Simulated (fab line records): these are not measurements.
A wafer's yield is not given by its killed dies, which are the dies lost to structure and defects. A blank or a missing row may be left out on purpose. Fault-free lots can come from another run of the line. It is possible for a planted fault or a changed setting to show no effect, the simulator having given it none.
Struck lot and sound lot, side by side | flow sky130 | 17 out of 708 route steps
Sound: these wafers, L931.1, L931.4, L931.6. Wafers struck: L939.2, L939.3, L939.6. The cause is given at the end.
For every step that has rows: the tool of each side, followed by ch and its chambers, followed by its first start. Under that, the readings that differ: sound wafers | struck wafers | difference of the means | sigmas: that difference in standard deviations of wafers without a fault.
alike: same words and numbers on both sides, and readings whose means sit less than 2 such deviations apart. not compared: any withheld reading, any reading some wafer has no value for, any bound like >300 that may hide the same value, and any number with overlapping values for which the record gives no deviation.
The two part at a step that has a row with sigmas, a row that says differs or no value, or rows on one side only. Numbers that don't overlap but have no deviation are shown without sigmas and don't part them. Lack of a reading on every wafer of one side parts them only where that side has two or more wafers.

first, 1 step without rows for these wafers: SKY_VT_ADJUST_LVTN_IMPLANT_19.
SKY_VT_ADJUST_LVTN_STRIP_20: strips in O2/N2.
  sound on plasmaAsher-04 ch 1, day 10 11:34; struck on plasmaAsher-02 ch 0,1, day 12 23:11
reading                  | sound          | struck         | difference | sigmas
drypumpMotorCurrentA (A) | 5.65 5.64 5.67 | 6.24 6.26 5.99 | +0.51      | +2
  alike: oesProductAu, stripTimeToEndpointS
  not compared: rfHoursCounterH
SKY_VT_ADJUST_LVTN_TW_MEAS_21:
  struck on filmMetro-04, day 12 23:17; sound on filmMetro-01, day 10 11:40
  alike: VT_ADJUST_LVTN_2_TW
then, 7 steps without rows for these wafers: SKY_VT_ADJUST_NCORE_DEHYDRATE_00 (time 60 s); SKY_VT_ADJUST_NCORE_HMDS_01 (prime time 60 s); SKY_VT_ADJUST_NCORE_COAT_02 (resist thk 1140 nm); SKY_VT_ADJUST_NCORE_SOFTBAKE_03 (time 60 s); SKY_VT_ADJUST_NCORE_EXPOSE_04 (exposes mask LVTN COMPLEMENT THIN, target cd 380 nm); SKY_VT_ADJUST_NCORE_PEB_05; SKY_VT_ADJUST_NCORE_DEVELOP_06 (develop time 60 s).
SKY_VT_ADJUST_NCORE_CD_MEAS_07 targets a cd of 380 nm.
  struck on cdSem-01, day 13 23:26; sound on cdSem-01, day 11 10:23
  alike: cdNm
SKY_VT_ADJUST_NCORE_OVL_MEAS_08:
  struck on overlay-01, day 13 23:32; sound on overlay-01, day 11 10:31
  alike: VT_ADJUST_NCORE_OVL
SKY_VT_ADJUST_NCORE_IMPLANT_09:
  sound on implanter-03 ch 0, day 11 10:33; struck on implanter-01 ch 0, day 13 23:35
reading          | sound                            | struck                        | difference | sigmas
doseIonsCm2      | 2.3995e+12 2.3963e+12 2.3996e+12 | 4.844e+11 4.825e+11 4.806e+11 | -1.916e+12 | -99 or more
faradayCurrentUA | 13.85 13.57 13.78                | 2.68 2.74 2.75                | -11.01     | -39
  alike: beamOnS
SKY_VT_ADJUST_NCORE_STRIP_10: strips in O2/N2.
  sound on plasmaAsher-03 ch 1, day 11 10:42; struck on plasmaAsher-03 ch 0,1, day 13 23:43
  alike: drypumpMotorCurrentA, oesProductAu, stripTimeToEndpointS
  not compared: rfHoursCounterH
SKY_VT_ADJUST_NCORE_TW_MEAS_11:
  struck on filmMetro-03, day 13 23:50; sound on filmMetro-03, day 11 10:48
reading            | sound             | struck            | difference | sigmas
VT_ADJUST_NCORE_TW | 220.6 220.0 220.3 | 142.1 141.2 140.4 | -79.1      | -42
then, 1 step without rows for these wafers: SKY_VT_ADJUST_HVTR_DEHYDRATE_00 (time 60 s).
-- the record jumps here: 36 days lie between the struck wafers' starts before and after (it left off in module VT_ADJUST_HVTR and takes up again in module PAD_OPEN, whose first step shown is number 708 of the route) --
SKY_PAD_OPEN_PROBE_99:
  struck on prober-02, day 50 00:32; sound on prober-02, day 48 01:41
reading                               | sound                         | struck                        | difference | sigmas
model.etest.nfet_16v.rOnOhmUm         | 1.423e+04 1.4e+04 1.398e+04   | 1.139e+04 1.154e+04 1.146e+04 | -2.607e+03 | 
model.etest.pfet_16v.rOnOhmUm         | 1.559e+04 1.527e+04 1.511e+04 | 1.751e+04 1.759e+04 1.758e+04 | +2.237e+03 | 
model.etest.pfetG5v0d10v5.rOnOhmUm    | 4761 4740 4791                | 5834 5842 5849                | +1078      | 
model.etest.tipP.rsOhmSq              | 6827 6808 6800                | 7559 7563 7578                | +755       | 
model.etest.pfet_01v8.rOnOhmUm        | 2800 2884 2932                | 3300 3214 3250                | +383       | 
model.etest.resPwellUnderGate.rsOhmSq | 2317 2278 2297                | 2559 2568 2550                | +262       | 
model.etest.nfetG5v0d10v5.rOnOhmUm    | 1880 1876 1886                | 1671 1644 1677                | -217       | 
model.etest.tip_p_5v.rsOhmSq          | 2878 2872 2893                | 3034 3049 3045                | +162       | 
  alike: killed_at_M0_to_M3, killed_at_M4_up, killedAtContacts, killedAtFrontEnd, killedAtOther, killedDies, killedOpen, killedShort

== WHERE THEY PART ==
Last at SKY_VT_ADJUST_NCORE_TW_MEAS_11 as far as this record goes, first at SKY_VT_ADJUST_LVTN_STRIP_20. Later steps at which nothing parts them and some readings are alike: SKY_PAD_OPEN_PROBE_99.

WHY: the cause the simulator had injected
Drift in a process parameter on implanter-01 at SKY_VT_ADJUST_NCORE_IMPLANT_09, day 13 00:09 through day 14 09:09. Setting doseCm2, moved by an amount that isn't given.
